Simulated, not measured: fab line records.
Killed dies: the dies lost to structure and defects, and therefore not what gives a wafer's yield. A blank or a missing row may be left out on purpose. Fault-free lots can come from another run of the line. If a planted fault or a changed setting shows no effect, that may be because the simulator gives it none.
The tool behind it: which one? | flow sky130 | 24 lots with 72 wafers sampled at 5 steps, on a route of 708 steps

WHAT THE GAUGES SHOWED, per wafer
SKY_VIA2_RS_MEAS_22: measurement is done with a four-point probe. Usual: VIA2_W_RS 0.2745 ohm/sq, standard deviation 0.0024.
lot  | measured     | on           | VIA2_W_RS (ohm/sq)   | flag
L074 | day 36 00:13 | filmMetro-01 | 0.2703 0.2744 0.2709 | 
L075 | day 36 14:57 | filmMetro-03 | 0.2790 0.2741 0.2777 | 
L076 | day 36 19:26 | filmMetro-04 | 0.2746 0.2740 0.2717 | 
L077 | day 37 10:22 | filmMetro-04 | 0.2782 0.2788 0.2791 | 
L078 | day 37 17:19 | filmMetro-04 | 0.2734 0.2740 0.2755 | 
L079 | day 37 21:21 | filmMetro-04 | 0.2730 0.2722 0.2740 | 
L080 | day 37 23:00 | filmMetro-03 | 0.2756 0.2750 0.2726 | 
L081 | day 38 09:02 | filmMetro-03 | 0.2759 0.2734 0.2775 | 
L082 | day 39 02:22 | filmMetro-01 | 0.2726 0.2725 0.2751 | 
L083 | day 39 02:53 | filmMetro-01 | 0.2798 0.2739 0.2766 | 
L084 | day 39 15:11 | filmMetro-04 | 0.2757 0.2715 0.2754 | 
L085 | day 39 19:11 | filmMetro-04 | 0.2744 0.2716 0.2793 | 
L086 | day 40 03:23 | filmMetro-01 | 0.2717 0.2699 0.2741 | 
L087 | day 40 09:08 | filmMetro-01 | 0.2754 0.2757 0.2721 | 
L088 | day 40 13:52 | filmMetro-04 | 0.2751 0.2743 0.2757 | 
L089 | day 40 19:25 | filmMetro-01 | 0.2734 0.2762 0.2737 | 
L090 | day 41 10:42 | filmMetro-01 | 0.2730 0.2714 0.2720 | 
L092 | day 41 17:07 | filmMetro-03 | 0.2769 0.2741 0.2727 | 
L091 | day 41 19:41 | filmMetro-04 | 0.2757 0.2766 0.2752 | 
L093 | day 41 22:41 | filmMetro-03 | 0.2712 0.2757 0.2676 | 
L094 | day 42 10:34 | filmMetro-04 | 0.2751 0.2773 0.2776 | 
L095 | day 42 12:20 | filmMetro-04 | 0.2762 0.2780 0.2753 | 
L097 | day 42 21:41 | filmMetro-04 | 0.2761 0.2760 0.2735 | 
L096 | day 43 03:35 | filmMetro-01 | 0.2704 0.2710 0.2764 | 

SKY_VIA2_THK_MEAS_23: measures by xrf. Usual: VIA2_W_THK 432 nm, standard deviation 4.6.
lot  | measured     | on           | VIA2_W_THK (nm) | flag
L074 | day 36 00:19 | filmMetro-01 | 437 431 438     | 
L075 | day 36 15:04 | filmMetro-03 | 424 431 424     | 
L076 | day 36 19:34 | filmMetro-04 | 435 438 445     | 
L077 | day 37 10:28 | filmMetro-04 | 430 428 423     | 
L078 | day 37 17:26 | filmMetro-04 | 434 433 433     | 
L079 | day 37 21:26 | filmMetro-04 | 434 438 432     | 
L080 | day 37 23:07 | filmMetro-03 | 429 429 431     | 
L081 | day 38 09:08 | filmMetro-03 | 433 438 431     | 
L082 | day 39 02:29 | filmMetro-01 | 438 437 432     | 
L083 | day 39 03:00 | filmMetro-01 | 421 435 428     | 
L084 | day 39 15:17 | filmMetro-04 | 431 433 431     | 
L085 | day 39 19:17 | filmMetro-04 | 431 435 425     | 
L086 | day 40 03:29 | filmMetro-01 | 434 437 431     | 
L087 | day 40 09:14 | filmMetro-01 | 431 428 434     | 
L088 | day 40 13:59 | filmMetro-04 | 432 433 429     | 
L089 | day 40 19:32 | filmMetro-01 | 431 425 433     | 
L090 | day 41 10:49 | filmMetro-01 | 429 430 431     | 
L092 | day 41 17:14 | filmMetro-03 | 422 425 427     | 
L091 | day 41 19:49 | filmMetro-04 | 434 432 434     | 
L093 | day 41 22:48 | filmMetro-03 | 433 422 434     | 
L094 | day 42 10:40 | filmMetro-04 | 434 429 434     | 
L095 | day 42 12:26 | filmMetro-04 | 433 434 434     | 
L097 | day 42 21:48 | filmMetro-04 | 434 433 441     | 
L096 | day 43 03:42 | filmMetro-01 | 433 430 422     | 

SKY_CAPM_THK_MEAS_01. Usual: CAPM_CVD_00_THK 15.53 nm, standard deviation 0.2.
lot  | measured     | on           | CAPM_CVD_00_THK (nm) | flag
L074 | day 36 00:53 | filmMetro-02 | 15.55 15.52 15.56    | 
L075 | day 36 15:36 | filmMetro-02 | 15.43 15.51 15.66    | 
L076 | day 36 20:06 | filmMetro-04 | 15.41 15.65 15.69    | 
L077 | day 37 11:00 | filmMetro-04 | 15.63 15.73 15.65    | 
L078 | day 37 17:59 | filmMetro-02 | 15.33 15.63 15.32    | 
L079 | day 37 21:59 | filmMetro-03 | 15.83 15.63 15.80    | 
L080 | day 37 23:39 | filmMetro-02 | 15.59 15.53 15.62    | 
L081 | day 38 09:41 | filmMetro-04 | 15.38 15.22 15.55    | 
L082 | day 39 03:01 | filmMetro-04 | 15.55 15.14 15.51    | 
L083 | day 39 03:41 | filmMetro-02 | 15.52 15.45 15.43    | 
L084 | day 39 15:49 | filmMetro-04 | 15.49 15.32 15.35    | 
L085 | day 39 19:49 | filmMetro-04 | 15.63 15.66 15.87    | 
L086 | day 40 04:01 | filmMetro-02 | 15.45 15.38 15.74    | 
L087 | day 40 09:47 | filmMetro-02 | 15.54 15.81 15.75    | 
L088 | day 40 14:32 | filmMetro-04 | 15.40 15.53 15.71    | 
L089 | day 40 20:04 | filmMetro-03 | 15.40 15.88 15.98    | 
L090 | day 41 11:21 | filmMetro-03 | 15.17 15.01 15.56    | 
L092 | day 41 17:46 | filmMetro-04 | 15.55 15.54 15.74    | 
L091 | day 41 20:21 | filmMetro-04 | 15.27 15.65 15.75    | 
L093 | day 41 23:20 | filmMetro-02 | 15.42 15.60 15.25    | 
L094 | day 42 11:11 | filmMetro-04 | 15.70 15.48 15.77    | 
L095 | day 42 12:58 | filmMetro-04 | 15.66 15.77 15.74    | 
L097 | day 42 22:33 | filmMetro-04 | 15.44 15.93 15.88    | 
L096 | day 43 04:15 | filmMetro-02 | 15.11 15.32 15.58    | 

SKY_VIA4_OVL_MEAS_11. Usual: VIA4_OVL 1.2 nm, standard deviation 1.4.
lot  | measured     | on         | VIA4_OVL (nm)  | flag
L074 | day 42 13:32 | overlay-01 | 1.8 2.8 0.3    | 
L075 | day 43 02:05 | overlay-01 | 4.2 3.3 1.6    | 
L076 | day 43 04:26 | overlay-02 | 1.8 2.1 2.4    | 
L077 | day 43 20:16 | overlay-01 | -0.8 -0.2 -0.7 | 
L078 | day 43 23:45 | overlay-02 | 3.0 3.9 4.3    | 
L079 | day 44 02:39 | overlay-01 | 0.5 1.2 2.0    | 
L080 | day 44 04:23 | overlay-01 | 2.5 1.9 1.2    | 
L081 | day 44 13:28 | overlay-02 | -0.1 0.9 -0.9  | 
L082 | day 45 05:50 | overlay-02 | -0.8 -0.1 -0.8 | 
L083 | day 45 06:26 | overlay-01 | -0.2 1.0 0.3   | 
L084 | day 45 15:52 | overlay-02 | 0.8 -0.8 -0.5  | 
L085 | day 45 20:18 | overlay-02 | 1.7 0.5 1.0    | 
L086 | day 46 03:28 | overlay-02 | -1.0 0.7 0.1   | 
L087 | day 46 09:27 | overlay-01 | 1.1 1.7 1.1    | 
L088 | day 46 11:02 | overlay-01 | 4.5 3.8 3.4    | 
L089 | day 46 17:12 | overlay-02 | -1.0 0.0 -1.2  | 
L090 | day 47 04:45 | overlay-02 | 2.6 0.0 2.2    | 
L092 | day 47 10:18 | overlay-01 | 1.1 1.6 2.4    | 
L091 | day 47 13:42 | overlay-01 | 0.2 0.9 0.3    | 
L093 | day 47 15:56 | overlay-01 | 0.6 1.4 0.5    | 
L094 | day 48 03:07 | overlay-02 | 3.9 4.1 1.6    | 
L095 | day 48 03:14 | overlay-02 | 1.9 1.3 1.4    | 
L097 | day 48 10:56 | overlay-02 | 0.1 0.6 0.0    | 
L096 | day 48 15:08 | overlay-02 | 1.3 0.3 -0.1   | 

WHAT TOOL EACH LOT RAN ON (gives the tool, then ch and the chambers of the sampled wafers, and finally the start)
lot  | SKY_VIA2_CVD_21
L074 | cvdW-01 ch 0,1, day 36 00:03
L075 | cvdW-01 ch 0,1, day 36 14:49
L076 | cvdW-01 ch 0,1, day 36 19:19
L077 | cvdW-01 ch 0,1, day 37 10:13
L078 | cvdW-02 ch 0,1, day 37 17:11
L079 | cvdW-02 ch 0,1, day 37 21:12
L080 | cvdW-02 ch 0,1, day 37 22:52
L081 | cvdW-02 ch 0,1, day 38 08:55
L082 | cvdW-01 ch 0,1, day 39 02:14
L083 | cvdW-01 ch 0,1, day 39 02:45
L084 | cvdW-01 ch 0,1, day 39 15:02
L085 | cvdW-01 ch 0,1, day 39 19:04
L086 | cvdW-02 ch 0,1, day 40 03:15
L087 | cvdW-02 ch 0,1, day 40 09:01
L088 | cvdW-01 ch 0,1, day 40 13:44
L089 | cvdW-01 ch 0,1, day 40 19:17
L090 | cvdW-01 ch 0,1, day 41 10:33
L092 | cvdW-01 ch 0,1, day 41 16:59
L091 | cvdW-02 ch 0,1, day 41 19:34
L093 | cvdW-02 ch 0,1, day 41 22:33
L094 | cvdW-01 ch 0,1, day 42 10:25
L095 | cvdW-01 ch 0,1, day 42 12:12
L097 | cvdW-01 ch 1, day 42 21:32
L096 | cvdW-02 ch 0,1, day 43 03:26
- SKY_VIA2_CVD_21: deposits W, target thk 420 nm, time 126.4 s.

AS READ BY THE TOOLS THEMSELVES (means over the sampled wafers that have a number; for cases with no such wafer, the mark the record gives instead)
SKY_VIA2_CVD_21. Usual: 927 W for heaterPowerW, sd 77.
lot  | tool    | heaterPowerW (W) | flag
L074 | cvdW-01 | 960              | 
L075 | cvdW-01 | 968              | 
L076 | cvdW-01 | 966              | 
L077 | cvdW-01 | 915              | 
L078 | cvdW-02 | 918              | 
L079 | cvdW-02 | 888              | 
L080 | cvdW-02 | 882              | 
L081 | cvdW-02 | 884              | 
L082 | cvdW-01 | 973              | 
L083 | cvdW-01 | 922              | 
L084 | cvdW-01 | 922              | 
L085 | cvdW-01 | 979              | 
L086 | cvdW-02 | 899              | 
L087 | cvdW-02 | 858              | 
L088 | cvdW-01 | 976              | 
L089 | cvdW-01 | 934              | 
L090 | cvdW-01 | 1000             | 
L092 | cvdW-01 | 934              | 
L091 | cvdW-02 | 895              | 
L093 | cvdW-02 | 887              | 
L094 | cvdW-01 | 922              | 
L095 | cvdW-01 | 928              | 
L097 | cvdW-01 | 1038             | 
L096 | cvdW-02 | 879              | 

THE ANSWER, worked out from the rows above alone
Rule: take the mean of a lot's wafers that have a number; if it is more than 3 standard deviations from the usual mean, the lot is off. A lot without any number at a reading at which 4 lots or more have one is off too. All remaining lots with rows at the step are treated as sound. After the gauges, taken in route order, come the tools' own readings; for these a lot's mean is taken, as printed above. At the first step where some lot is off, the reading lying furthest off is the one used; lots without a number count as furthest.
None of the lots is off at any reading shown; this tells nothing.

WHAT WAS PUT IN BY THE SIMULATOR
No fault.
